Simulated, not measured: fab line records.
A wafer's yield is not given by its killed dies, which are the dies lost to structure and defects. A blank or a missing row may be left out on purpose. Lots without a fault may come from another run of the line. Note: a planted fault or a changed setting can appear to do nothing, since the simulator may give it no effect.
fab line records	flow sky130	part 1 of 2: steps 1 to 23 of 33
record: lots: 5	wafers: 15	last_day: 49
route steps=708 shown LI_CONTACT@382 LOCAL_INTERCONNECT@387 CONTACT@406
lots that met no fault: taken from a fault-free run of the same line
start_h: hours from the record's opening day to when the first of the lot's shown wafers began	wait_h: time in hours since the lot's previous step	" repeats the value in the row above	L1.1+2: several wafers, shown together as one row	- either no value or no given start	* or withheld: withheld	< > ~ a bound
route shown NAME@n: a module of which the file shows steps, and the number in the route of the first	usual: the fault-free wafers' mean and standard deviation	same: alike in all rows	chamber/n: place in a boat	sites: the reading at each site	_std_site: how widely they spread, as a standard deviation	_edge_site: mean of outer sites minus mean of inner sites	radius_mm: for every site, how far away it sits from the centre of the wafer	mask NAME#n: copy n	behind: the most recent tool/chamber to have shaped the wafer	hold: the reason the lot was held/the length of the hold in hours/how it ended	device: the transistor (n, p or np) that didn't switch	end of line: tests of these same wafers at the route's end	step lacking rows: just its recipe	killed: count of dies lost to structure and defects at first sort (not the wafer's yield)	map: shows each die of a wafer: x if killed, . if not, _ if none is there
set.NAME: the run value of the setting; set.NAME@STEP: its run value at that earlier step	model.NAME: the simulator's own value behind a step, which no gauge read
certain route steps with their lots: each step a table, each wafer a row
services: when a tool's chamber went out of use (start_h, in hours from the record's first day, below 0 if earlier), for how many hours, and the reason
== steps ==
step: SKY_LI_CONTACT_SPUTTER_20
recipe: material: TiN	target_thk_nm: 20	chamber_pressure_pa: 5	power_w: 4000	time_s: 80
usual: throttle_valve_pct: 30.3/0.9
lot.wafer	tool	chamber	start_h	wait_h	throttle_valve_pct
L075.3	pvd_sputter-04	-	698.31	0.0	29.7
L075.4	"	-	"	"	30.9
L075.5	"	-	"	"	31.2
L083.1	pvd_sputter-02	-	764.38	0.0	30.2
L083.5	"	-	"	"	29.7
L083.6	"	-	"	"	27.7
L088.2	pvd_sputter-04	-	791.46	0.0	31.3
L088.3	"	-	"	"	31.1
L088.6	"	-	"	"	31.5
L091.1	pvd_sputter-01	-	818.00	0.0	29.9
L091.4	"	-	"	"	29.9
L091.5	"	-	"	"	30.2
L094.2	pvd_sputter-01	-	828.53	0.0	30.9
L094.4	"	-	"	"	29.9
L094.6	"	-	"	"	30.1
step: SKY_LI_CONTACT_CVD_21
recipe: material: W	target_thk_nm: 400	time_s: 120.56	temp_c: 400	pressure_torr: 40
usual: heater_power_w: 823/56	susceptor_temp_C: 400.03/0.24
lot.wafer	tool	chamber	start_h	wait_h	heater_power_w	susceptor_temp_C
L075.3	cvd_w-01	1	698.42	0.1	795	400.00
L075.4	"	0	"	"	842	400.09
L075.5	"	1	"	"	780	400.05
L083.1	cvd_w-01	1	764.44	0.0	804	399.70
L083.5	"	1	"	"	775	400.13
L083.6	"	0	"	"	862	400.05
L088.2	cvd_w-02	1	791.52	0.0	773	400.01
L088.3	"	1	"	"	761	400.03
L088.6	"	0	"	"	901	399.75
L091.1	cvd_w-02	0	818.06	0.0	904	399.54
L091.4	"	0	"	"	897	399.68
L091.5	"	1	"	"	755	400.22
L094.2	cvd_w-02	0	828.60	0.0	919	399.63
L094.4	"	1	"	"	781	400.35
L094.6	"	0	"	"	909	400.00
step: SKY_LI_CONTACT_RS_MEAS_22
recipe: thk_meas_gauge: four-point-probe	reads: W_of_LI_CONTACT_CVD_21+TiN_of_LI_CONTACT_SPUTTER_20+Ti_of_LI_CONTACT_SPUTTER_19
usual: LI_CONTACT_W_RS: 0.2836/0.0026
lot.wafer	tool	chamber	start_h	wait_h	LI_CONTACT_W_RS[ohm/sq]
L075.3	film_metro-03	-	698.54	0.1	0.2817
L075.4	"	-	"	"	0.2892
L075.5	"	-	"	"	0.2856
L083.1	film_metro-03	-	764.56	0.1	0.2852
L083.5	"	-	"	"	0.2841
L083.6	"	-	"	"	0.2847
L088.2	film_metro-04	-	791.67	0.1	0.2822
L088.3	"	-	"	"	0.2832
L088.6	"	-	"	"	0.2808
L091.1	film_metro-04	-	818.19	0.1	0.2824
L091.4	"	-	"	"	0.2811
L091.5	"	-	"	"	0.2824
L094.2	film_metro-03	-	828.74	0.1	0.2849
L094.4	"	-	"	"	0.2883
L094.6	"	-	"	"	0.2866
step: SKY_LI_CONTACT_THK_MEAS_23
recipe: thk_meas_gauge: xrf	reads: W_of_LI_CONTACT_CVD_21
usual: LI_CONTACT_W_THK: 395/5.8
lot.wafer	tool	chamber	start_h	wait_h	LI_CONTACT_W_THK[nm]
L075.3	film_metro-03	-	698.64	0.1	403
L075.4	"	-	"	"	387
L075.5	"	-	"	"	392
L083.1	film_metro-03	-	764.68	0.1	394
L083.5	"	-	"	"	396
L083.6	"	-	"	"	396
L088.2	film_metro-04	-	791.78	0.1	397
L088.3	"	-	"	"	394
L088.6	"	-	"	"	400
L091.1	film_metro-04	-	818.31	0.1	398
L091.4	"	-	"	"	398
L091.5	"	-	"	"	395
L094.2	film_metro-03	-	828.85	0.1	399
L094.4	"	-	"	"	393
L094.6	"	-	"	"	392
step: SKY_LI_CONTACT_CMP_24
recipe: stop_on: PSG	t_overpolish_s: 20	down_force_psi: 3.5	platen_rpm: 60	target_thk_nm: 0	pad_velocity_m_s: 0.94248
usual: edge_zone_pressure_frac: 0.999/0.0052	motor_current_A: 11.0/0.91	overpolish_run_s: 20.000/0.0084	time_to_endpoint_s: 96/4.9
lot.wafer	tool	chamber	start_h	wait_h	edge_zone_pressure_frac	motor_current_A	overpolish_run_s	time_to_endpoint_s
L075.3	cmp-01	2	698.75	0.1	1.010	10.1	20.002	102
L075.4	"	3	"	"	1.007	12.7	19.994	99
L075.5	"	3	"	"	1.001	12.2	19.995	100
L083.1	cmp-02	0	764.84	0.1	1.002	9.4	19.998	90
L083.5	"	2	"	"	0.997	10.6	19.997	86
L083.6	"	3	"	"	0.996	11.6	20.006	90
L088.3	cmp-02	1	791.93	0.1	0.997	11.1	20.015	102
L088.2	"	2	"	"	0.999	11.1	19.990	92
L088.6	"	3	"	"	1.000	12.1	20.006	93
L091.1	cmp-02	1	818.42	0.1	0.990	10.6	20.001	98
L091.4	"	3	"	"	0.999	10.7	20.014	91
L091.5	"	1	"	"	0.999	11.2	19.999	100
L094.4	cmp-02	3	828.90	0.0	1.007	11.1	20.003	93
L094.2	"	1	"	"	0.991	10.8	19.999	101
L094.6	"	0	"	"	0.993	10.0	19.997	91
step: SKY_LOCAL_INTERCONNECT_SPUTTER_00
recipe: material: TiN	target_thk_nm: 100	temp_c: 300	power_w: 6500	time_s: 83.3	chamber_pressure_pa: 0.4
usual: susceptor_temp_C: 299.99/0.2	throttle_valve_pct: 29.9/1.1
lot.wafer	tool	chamber	start_h	wait_h	susceptor_temp_C	throttle_valve_pct
L075.3	pvd_sputter-03	-	699.05	0.2	299.91	30.7
L075.4	"	-	"	"	300.07	28.6
L075.5	"	-	"	"	300.06	30.9
L083.1	pvd_sputter-03	-	765.04	0.1	299.72	28.6
L083.5	"	-	"	"	299.92	30.3
L083.6	"	-	"	"	299.75	28.1
L088.2	pvd_sputter-03	-	792.13	0.1	299.95	28.5
L088.3	"	-	"	"	299.89	30.6
L088.6	"	-	"	"	300.31	30.2
L091.1	pvd_sputter-02	-	818.67	0.2	300.24	30.8
L091.4	"	-	"	"	300.09	29.9
L091.5	"	-	"	"	299.98	28.0
L094.2	pvd_sputter-02	-	829.20	0.1	300.23	28.1
L094.4	"	-	"	"	300.08	29.9
L094.6	"	-	"	"	299.93	30.5
step: SKY_LOCAL_INTERCONNECT_RS_MEAS_01
recipe: thk_meas_gauge: four-point-probe	reads: TiN_of_LOCAL_INTERCONNECT_SPUTTER_00
usual: LOCAL_INTERCONNECT_TIN_RS: 14.14/0.16
lot.wafer	tool	chamber	start_h	wait_h	LOCAL_INTERCONNECT_TIN_RS[ohm/sq]
L075.3	film_metro-03	-	699.15	0.1	14.14
L075.4	"	-	"	"	14.24
L075.5	"	-	"	"	14.22
L083.1	film_metro-02	-	765.11	0.0	14.23
L083.5	"	-	"	"	14.09
L083.6	"	-	"	"	14.21
L088.2	film_metro-04	-	792.21	0.1	14.32
L088.3	"	-	"	"	14.10
L088.6	"	-	"	"	14.20
L091.1	film_metro-03	-	818.73	0.0	14.18
L091.4	"	-	"	"	14.30
L091.5	"	-	"	"	14.71
L094.2	film_metro-04	-	829.28	0.1	14.23
L094.4	"	-	"	"	14.08
L094.6	"	-	"	"	13.91
step: SKY_LOCAL_INTERCONNECT_THK_MEAS_02
recipe: thk_meas_gauge: xrf	reads: TiN_of_LOCAL_INTERCONNECT_SPUTTER_00
usual: LOCAL_INTERCONNECT_TIN_THK: 100.8/1.2
lot.wafer	tool	chamber	start_h	wait_h	LOCAL_INTERCONNECT_TIN_THK[nm]
L075.3	film_metro-03	-	699.25	0.1	100.3
L075.4	"	-	"	"	100.2
L075.5	"	-	"	"	100.3
L083.1	film_metro-02	-	765.23	0.1	101.2
L083.5	"	-	"	"	101.8
L083.6	"	-	"	"	101.0
L088.2	film_metro-04	-	792.32	0.1	99.5
L088.3	"	-	"	"	101.0
L088.6	"	-	"	"	100.1
L091.1	film_metro-03	-	818.85	0.1	100.9
L091.4	"	-	"	"	99.3
L091.5	"	-	"	"	97.0
L094.2	film_metro-04	-	829.39	0.1	100.0
L094.4	"	-	"	"	101.3
L094.6	"	-	"	"	102.4
step: SKY_LOCAL_INTERCONNECT_DEHYDRATE_03
recipe: temp_c: 200	time_s: 60
usual: chill_plate_temp_C: 22.97/0.11
lot.wafer	tool	chamber	start_h	wait_h	chill_plate_temp_C
L075.3	litho_track-03	0	712.21	12.9	22.94
L075.4	"	0	"	"	22.91
L075.5	"	0	"	"	22.92
L083.1	litho_track-02	0	778.17	12.9	22.98
L083.5	"	0	"	"	23.02
L083.6	"	0	"	"	22.86
L088.2	litho_track-03	0	805.43	13.1	22.96
L088.3	"	0	"	"	22.86
L088.6	"	0	"	"	23.04
L091.1	litho_track-04	0	831.26	12.4	23.02
L091.4	"	0	"	"	22.88
L091.5	"	0	"	"	23.14
L094.2	litho_track-04	0	842.23	12.8	22.68
L094.4	"	0	"	"	22.97
L094.6	"	0	"	"	22.85
step: SKY_LOCAL_INTERCONNECT_HMDS_04
recipe: prime_time_s: 60	prime_temp_c: 120
usual: chill_plate_temp_C: 23.03/0.1
lot.wafer	tool	chamber	start_h	wait_h	chill_plate_temp_C
L075.3	litho_track-03	0	712.36	0.1	23.04
L075.4	"	0	"	"	23.05
L075.5	"	0	"	"	23.10
L083.1	litho_track-02	0	778.32	0.1	23.06
L083.5	"	0	"	"	22.93
L083.6	"	0	"	"	23.06
L088.2	litho_track-03	0	805.58	0.1	22.91
L088.3	"	0	"	"	22.89
L088.6	"	0	"	"	23.07
L091.1	litho_track-04	0	831.41	0.1	22.91
L091.4	"	0	"	"	23.17
L091.5	"	0	"	"	23.06
L094.2	litho_track-04	0	842.38	0.1	23.06
L094.4	"	0	"	"	22.91
L094.6	"	0	"	"	22.93
step: SKY_LOCAL_INTERCONNECT_COAT_05
recipe: resist: BARC	temp_c: withheld	time_s: withheld	spin_rpm: 3000	resist_thk_nm: 60
usual: chill_plate_temp_C: *
lot.wafer	tool	chamber	start_h	wait_h	chill_plate_temp_C
L075.3	litho_track-03	0	712.51	0.1	*
L075.4	"	0	"	"	*
L075.5	"	0	"	"	*
L083.1	litho_track-02	0	778.47	0.1	*
L083.5	"	0	"	"	*
L083.6	"	0	"	"	*
L088.2	litho_track-03	0	805.73	0.1	*
L088.3	"	0	"	"	*
L088.6	"	0	"	"	*
L091.1	litho_track-04	0	831.56	0.1	*
L091.4	"	0	"	"	*
L091.5	"	0	"	"	*
L094.2	litho_track-04	0	842.53	0.1	*
L094.4	"	0	"	"	*
L094.6	"	0	"	"	*
step: SKY_LOCAL_INTERCONNECT_COAT_06
recipe: resist: KrF-thick	spin_rpm: 3000	resist_thk_nm: 450
usual: chill_plate_temp_C: 23.00/0.11
lot.wafer	tool	chamber	start_h	wait_h	chill_plate_temp_C
L075.3	litho_track-03	0	-	-	23.13
L075.4	"	0	"	"	23.03
L075.5	"	0	"	"	22.97
L083.1	litho_track-02	0	-	-	22.88
L083.5	"	0	"	"	22.84
L083.6	"	0	"	"	22.90
L088.2	litho_track-03	0	-	-	22.79
L088.3	"	0	"	"	22.70
L088.6	"	0	"	"	22.82
L091.1	litho_track-04	0	-	-	23.07
L091.4	"	0	"	"	22.94
L091.5	"	0	"	"	23.20
L094.2	litho_track-04	0	-	-	23.15
L094.4	"	0	"	"	23.11
L094.6	"	0	"	"	23.09
step: SKY_LOCAL_INTERCONNECT_SOFTBAKE_07
recipe: temp_c: 100	time_s: 90	resist: KrF-thick
usual: chill_plate_temp_C: 23.01/0.1
lot.wafer	tool	chamber	start_h	wait_h	chill_plate_temp_C
L075.3	litho_track-03	0	-	-	22.92
L075.4	"	0	"	"	22.91
L075.5	"	0	"	"	22.91
L083.1	litho_track-02	0	-	-	23.05
L083.5	"	0	"	"	22.93
L083.6	"	0	"	"	23.03
L088.2	litho_track-03	0	-	-	23.12
L088.3	"	0	"	"	23.10
L088.6	"	0	"	"	23.15
L091.1	litho_track-04	0	-	-	23.10
L091.4	"	0	"	"	23.12
L091.5	"	0	"	"	23.20
L094.2	litho_track-04	0	-	-	23.10
L094.4	"	0	"	"	23.00
L094.6	"	0	"	"	23.05
step: SKY_LOCAL_INTERCONNECT_EXPOSE_08
recipe: mask_id: LI1M	na: 0.8	source_shape: annular	sigma_inner: 0.55	sigma_outer: 0.85	target_cd_nm: 170	dose_mj: 28.23
usual: exposure_dose_mJ_cm2: 28.25/0.23
lot.wafer	tool	chamber	start_h	wait_h	mask	exposure_dose_mJ_cm2
L075.3	krf_scanner-01	0	-	-	LI1M#0	28.43
L075.4	"	0	"	"	LI1M#0	28.50
L075.5	"	0	"	"	LI1M#0	28.40
L083.1	krf_scanner-02	0	-	-	LI1M#0	27.99
L083.5	"	0	"	"	LI1M#0	27.99
L083.6	"	0	"	"	LI1M#0	27.96
L088.2	krf_scanner-01	0	-	-	LI1M#0	28.46
L088.3	"	0	"	"	LI1M#0	28.46
L088.6	"	0	"	"	LI1M#0	28.50
L091.1	krf_scanner-02	0	-	-	LI1M#0	27.98
L091.4	"	0	"	"	LI1M#0	28.02
L091.5	"	0	"	"	LI1M#0	27.97
L094.2	krf_scanner-02	0	-	-	LI1M#0	28.02
L094.4	"	0	"	"	LI1M#0	28.02
L094.6	"	0	"	"	LI1M#0	28.02
step: SKY_LOCAL_INTERCONNECT_PEB_09
recipe: peb_temp_c: withheld	peb_time_s: withheld	resist: KrF-thick
usual: chill_plate_temp_C: *
lot.wafer	tool	chamber	start_h	wait_h	chill_plate_temp_C
L075.3	litho_track-03	0	-	-	*
L075.4	"	0	"	"	*
L075.5	"	0	"	"	*
L083.1	litho_track-04	0	-	-	*
L083.5	"	0	"	"	*
L083.6	"	0	"	"	*
L088.2	litho_track-04	0	-	-	*
L088.3	"	0	"	"	*
L088.6	"	0	"	"	*
L091.1	litho_track-04	0	-	-	*
L091.4	"	0	"	"	*
L091.5	"	0	"	"	*
L094.2	litho_track-03	0	-	-	*
L094.4	"	0	"	"	*
L094.6	"	0	"	"	*
step: SKY_LOCAL_INTERCONNECT_DEVELOP_10
recipe: develop_time_s: 60	resist: KrF-thick	dev_temp_c: 21
usual: chill_plate_temp_C: 22.98/0.094	developer_temp_C: 20.99/0.1
same: develop_time_s: 60
lot.wafer	tool	chamber	start_h	wait_h	chill_plate_temp_C	developer_temp_C
L075.3	litho_track-03	0	-	-	22.97	21.02
L075.4	"	0	"	"	23.01	21.00
L075.5	"	0	"	"	23.07	21.01
L083.1	litho_track-04	0	-	-	23.06	20.97
L083.5	"	0	"	"	22.95	21.08
L083.6	"	0	"	"	23.08	20.90
L088.2	litho_track-04	0	-	-	23.05	21.11
L088.3	"	0	"	"	23.14	21.11
L088.6	"	0	"	"	23.06	21.06
L091.1	litho_track-04	0	-	-	23.02	21.09
L091.4	"	0	"	"	23.07	21.18
L091.5	"	0	"	"	22.89	21.08
L094.2	litho_track-03	0	-	-	23.01	20.83
L094.4	"	0	"	"	22.89	20.87
L094.6	"	0	"	"	23.00	20.86
step: SKY_LOCAL_INTERCONNECT_CD_MEAS_11
recipe: target_cd_nm: 170
usual: cd_nm: 170.4/1.4
lot.wafer	tool	chamber	start_h	wait_h	cd_nm
L075.3	cd_sem-02	-	726.04	-	171.0
L075.4	"	-	"	"	171.9
L075.5	"	-	"	"	171.4
L083.1	cd_sem-01	-	792.26	-	170.5
L083.5	"	-	"	"	170.1
L083.6	"	-	"	"	171.6
L088.2	cd_sem-01	-	819.13	-	170.2
L088.3	"	-	"	"	169.8
L088.6	"	-	"	"	169.1
L091.1	cd_sem-01	-	845.21	-	170.8
L091.4	"	-	"	"	168.4
L091.5	"	-	"	"	170.7
L094.2	cd_sem-01	-	856.13	-	171.9
L094.4	"	-	"	"	171.4
L094.6	"	-	"	"	173.2
step: SKY_LOCAL_INTERCONNECT_OVL_MEAS_12
usual: LOCAL_INTERCONNECT_OVL: -1/5.3
lot.wafer	tool	chamber	start_h	wait_h	LOCAL_INTERCONNECT_OVL[nm]
L075.3	overlay-02	-	726.13	0.1	2
L075.4	"	-	"	"	4
L075.5	"	-	"	"	1
L083.1	overlay-02	-	792.38	0.1	3
L083.5	"	-	"	"	-4
L083.6	"	-	"	"	-8
L088.2	overlay-01	-	819.23	0.1	4
L088.3	"	-	"	"	5
L088.6	"	-	"	"	-1
L091.1	overlay-01	-	845.33	0.1	2
L091.4	"	-	"	"	5
L091.5	"	-	"	"	4
L094.2	overlay-02	-	856.23	0.1	-4
L094.4	"	-	"	"	-6
L094.6	"	-	"	"	-8
step: SKY_LOCAL_INTERCONNECT_ETCH_13
recipe: chemistry: N2/H2	target: BARC	ion_energy_ev: 200	bias_w: 100	pressure_mtorr: 30	n2_flow_sccm: 100	h2_flow_sccm: 200	icp_w: 500	stop_on: SiO2	time_s: 45.9	target_depth_a: 600
usual: drypump_motor_current_A: 5.50/0.28	oes_product_au: 0.854/0.0044	throttle_valve_pct: 13.225/0.009
lot.wafer	tool	chamber	start_h	wait_h	drypump_motor_current_A	oes_product_au	rf_hours_counter_h	throttle_valve_pct
L075.3	rie_metal-02	0	726.18	0.0	5.69	0.861	-	13.225
L075.4	"	1	"	"	4.97	0.858	-	13.219
L075.5	"	1	"	"	4.97	0.849	-	13.226
L083.1	rie_metal-02	1	792.41	0.0	4.97	0.848	13	13.237
L083.5	"	0	"	"	5.71	0.851	-	13.237
L083.6	"	1	"	"	4.98	0.851	-	13.212
L088.2	rie_metal-03	0	819.26	0.0	5.64	0.851	11	13.239
L088.3	"	0	"	"	5.60	0.853	-	13.236
L088.6	"	1	"	"	5.66	0.846	-	13.212
L091.1	rie_metal-04	1	845.36	0.0	5.63	0.851	14	13.214
L091.4	"	1	"	"	5.64	0.854	-	13.218
L091.5	"	1	"	"	5.62	0.857	-	13.222
L094.2	rie_metal-03	1	856.26	0.0	5.64	0.854	4	13.220
L094.4	"	1	"	"	5.63	0.864	-	13.218
L094.6	"	0	"	"	5.62	0.856	-	13.229
step: SKY_LOCAL_INTERCONNECT_METAL_ETCH_14
recipe: target_depth_nm: 110	stop_on: PSG	chemistry: Cl2/BCl3	target: TiN	resist_sidewall_deg: 88	pressure_mtorr: 10	icp_w: 900	bias_w: 48.5	Cl2_flow_sccm: 60	bcl3_flow_sccm: 30	time_s: 31.4
usual: bcl3_flow_sccm: 30.01/0.093	drypump_motor_current_A: 5.49/0.27	oes_product_au: 0.942/0.0073	throttle_valve_pct: 21.900/0.01
lot.wafer	tool	chamber	start_h	wait_h	bcl3_flow_sccm	drypump_motor_current_A	oes_product_au	rf_hours_counter_h	throttle_valve_pct
L075.3	rie_metal-02	0	726.23	0.0	29.95	5.72	0.940	-	21.886
L075.4	"	1	"	"	29.94	4.98	0.945	-	21.897
L075.5	"	1	"	"	29.88	4.99	0.933	-	21.908
L083.1	rie_metal-02	1	792.48	0.0	30.04	4.97	0.942	13	21.924
L083.5	"	0	"	"	29.91	5.71	0.941	-	21.913
L083.6	"	1	"	"	29.88	5.00	0.942	-	21.908
L088.2	rie_metal-03	0	819.33	0.0	29.86	5.62	0.933	11	21.907
L088.3	"	0	"	"	30.14	5.62	0.945	-	21.896
L088.6	"	1	"	"	30.00	5.61	0.934	-	21.900
L091.1	rie_metal-04	1	845.43	0.0	30.05	5.59	0.946	14	21.889
L091.4	"	1	"	"	29.97	5.61	0.936	-	21.902
L091.5	"	1	"	"	29.94	5.58	0.916	-	21.910
L094.2	rie_metal-03	1	856.33	0.0	30.11	5.66	0.945	4	21.905
L094.4	"	1	"	"	29.92	5.65	0.953	-	21.892
L094.6	"	0	"	"	30.07	5.61	0.946	-	21.898
step: SKY_LOCAL_INTERCONNECT_STRIP_15
recipe: chemistry: O2/N2	power_w: 1400	pressure_mtorr: 1500	platen_temp_c: withheld	o2_flow_sccm: 3000	n2_flow_sccm: 300	overash_fraction: 0.5
usual: drypump_motor_current_A: 5.72/0.29	oes_product_au: 0.427/0.0044	strip_time_to_endpoint_s: 4.727/0.02
lot.wafer	tool	chamber	start_h	wait_h	drypump_motor_current_A	oes_product_au	rf_hours_counter_h	strip_time_to_endpoint_s
L075.3	plasma_asher-01	1	726.30	0.1	6.20	0.424	-	4.748
L075.4	"	0	"	"	5.53	0.426	-	4.707
L075.5	"	1	"	"	6.20	0.426	-	4.728
L083.1	plasma_asher-01	1	792.53	0.0	6.22	0.432	66	4.731
L083.5	"	1	"	"	6.22	0.436	-	4.767
L083.6	"	0	"	"	5.55	0.428	-	4.736
L088.2	plasma_asher-04	1	819.38	0.0	5.34	0.428	8	4.719
L088.3	"	0	"	"	6.08	0.429	-	4.720
L088.6	"	1	"	"	5.32	0.428	-	4.748
L091.1	plasma_asher-04	1	845.48	0.0	5.34	0.428	11	4.739
L091.4	"	1	"	"	5.34	0.419	-	4.711
L091.5	"	1	"	"	5.35	0.429	-	4.723
L094.2	plasma_asher-01	0	856.38	0.0	5.56	0.436	71	4.752
L094.4	"	1	"	"	6.21	0.418	-	4.770
L094.6	"	1	"	"	6.18	0.431	-	4.721
step: SKY_LOCAL_INTERCONNECT_STRIP_16
recipe: chemistry: post_etch_residue_remover	time_s: 1200	temp_c: 72.5
lot.wafer	tool	chamber	start_h	wait_h
L075.3+4+5	wet_bench-01	2	726.37	0.0
L083.1+5+6	wet_bench-02	3	792.63	0.1
L088.2+3+6	wet_bench-02	1	819.48	0.1
L091.1+4+5	wet_bench-02	0	845.58	0.1
L094.2+4+6	wet_bench-02	3	856.48	0.1
step: SKY_LOCAL_INTERCONNECT_CLEAN_17
recipe: chemistry: IPA	time_s: 180	temp_c: 25
lot.wafer	tool	chamber	start_h	wait_h
L075.3+4+5	wet_bench-03	0	726.74	0.0
L083.1+5+6	wet_bench-01	0	792.97	0.0
L088.2+3+6	wet_bench-01	0	819.82	0.0
L091.1+4+5	wet_bench-01	0	845.92	0.0
L094.2+4+6	wet_bench-01	0	856.82	0.0
